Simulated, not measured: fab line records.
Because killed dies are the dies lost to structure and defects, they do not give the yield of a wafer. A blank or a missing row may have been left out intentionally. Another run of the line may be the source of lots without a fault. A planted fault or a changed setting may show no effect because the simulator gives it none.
Comparing a struck lot with a sound one :: flow sky130 :: 16 out of 708 route steps
Sound: wafers L757.2, L757.3, L757.4. Struck: wafer L742.5. (L742.4, L742.6 of the same lot were not struck and are left out.) The cause comes at the end.
Per side, at each step with rows, come the tool, then ch with its chambers, and then its first start. Under that, the readings that differ: sound wafers :: struck wafers :: difference of the means :: sigmas: that difference in standard deviations of wafers without a fault.
alike: readings whose means differ by less than 2 such deviations, and words and numbers that are the same on both sides. not compared: withheld readings, readings that some wafer has no value for, bounds like >300 that may hide the same value, and numbers for which the record gives no deviation and whose values overlap.
Wherever a step has rows on one side only, a row that says differs or no value, or a row with sigmas, the two part there. When numbers do not overlap yet have no deviation, they are printed without sigmas and do not part them. A reading missing from all wafers of one side parts the sides only when that side holds two or more wafers.

SKY_SD_N_OVL_MEAS_08:
  sound on overlay-02 at day 34 01:10; struck on overlay-02 at day 28 22:50
  alike: SD_N_OVL
then, 2 steps without rows for these wafers: SKY_SD_N_IMPLANT_09; SKY_SD_N_IMPLANT_10.
SKY_SD_N_STRIP_11: strips in O2/N2.
  sound on plasma-asher-01 ch 0,1, day 34 01:30; struck on plasma-asher-01 ch 1, day 28 23:11
  alike: drypump-motor-current-A, oes-product-au, strip-time-to-endpoint-s
  not compared: rf-hours-counter-h
SKY_SD_N_TW_MEAS_12:
  sound on film-metro-01 at day 34 01:37; struck on film-metro-03 at day 28 23:16
  alike: SD_N_TW
then, 1 step without rows for these wafers: SKY_SD_N_CLEAN_13 (cleans in SC1/SC2, time 150 s).
SKY_SD_N_RTA_14: time 2 s.
  sound on rtp-anneal-02 ch 0, day 34 01:44; struck on rtp-anneal-02 ch 0, day 28 23:23
reading: lamp-power-pct (%)
sound: 15.73 15.61 15.77
struck: 15.82
difference: +0.12
sigmas: +2

reading: wafer_temp_C_max
sound: 1079.7 1079.6 1078.6
struck: 1076.4
difference: -2.9
sigmas: -2
SKY_SD_N_RS_MEAS_16: the measuring method here is four-point-probe.
  sound on film-metro-03 at day 34 01:55; struck on film-metro-04 at day 28 23:35
reading: SD_N_RS (ohm/sq)
sound: 68.53 68.47 68.53
struck: 68.20
difference: -0.31
sigmas: -2
SKY_SD_N_RS_MEAS_17: the measuring method here is four-point-probe.
  sound on film-metro-03 at day 34 02:02; struck on film-metro-04 at day 28 23:43
  alike: SD_P_RS
SKY_SD_N_RS_MEAS_18: the measuring method here is four-point-probe.
  sound on film-metro-03 at day 34 02:09; struck on film-metro-04 at day 28 23:50
  alike: RES_XHIGH_RS
then, 1 step without rows for these wafers: SKY_SALICIDE_CLEAN_00 (cleans in HF-last, time 30 s).
SKY_LI_CONTACT_HDPCVD_00: deposits PSG, target thk 930 nm, time 155 s.
  sound on hdpcvd-01 ch 1,2, day 34 02:16; struck on hdpcvd-01 ch 0, day 28 23:58
reading: run-length-s (s)
sound: 181.9 183.7 182.1
struck: 288.5
difference: +105.9
sigmas: +99 or more

reading: model.PSG_of_LI_CONTACT_HDPCVD_00.thk-nm (nm)
sound: 915.6 910.6 928.2
struck: 1562
difference: +644
sigmas: 
  alike: susceptor-temp-C
SKY_LI_CONTACT_THK_MEAS_01:
  sound on film-metro-03 at day 34 02:23; struck on film-metro-04 at day 29 00:02
reading: LI_CONTACT_HDPCVD_THK (nm)
sound: 915 911 928
struck: 1563
difference: +645
sigmas: +76
SKY_LI_CONTACT_CMP_02: polishes PSG.
  sound on cmp-01 ch 0,2,3, day 34 02:29; struck on cmp-02 ch 0, day 29 00:07
reading: time-to-endpoint-s (s)
sound: 33.6 32.0 31.9
struck: 87.3
difference: +54.8
sigmas: +19
  alike: motor-current-A
SKY_LI_CONTACT_BOW_MEAS_03:
  sound on film-metro-01 at day 34 02:45; struck on film-metro-01 at day 29 00:26
  alike: LI_CONTACT_BOW
-- record jumps: 18 days separate the struck wafers' starts on either side; left off in module LI_CONTACT, taken up again in module PAD_OPEN, whose first shown step is the route's number 708 --
SKY_PAD_OPEN_PROBE_99:
  sound on prober-02 at day 50 01:41; struck on prober-01 at day 46 14:52
reading: killed_at_M0_to_M3
sound: 45 45 41
struck: 24
difference: -20
sigmas: -3
  alike: killed_at_M4_up, killed-at-contacts, killed-at-front-end, killed-at-other, killed-dies, killed-open, killed-short

WHERE THEY PART
At SKY_SD_N_RTA_14 first; at SKY_PAD_OPEN_PROBE_99 last (within this record only).

WHY: the cause the simulator had injected
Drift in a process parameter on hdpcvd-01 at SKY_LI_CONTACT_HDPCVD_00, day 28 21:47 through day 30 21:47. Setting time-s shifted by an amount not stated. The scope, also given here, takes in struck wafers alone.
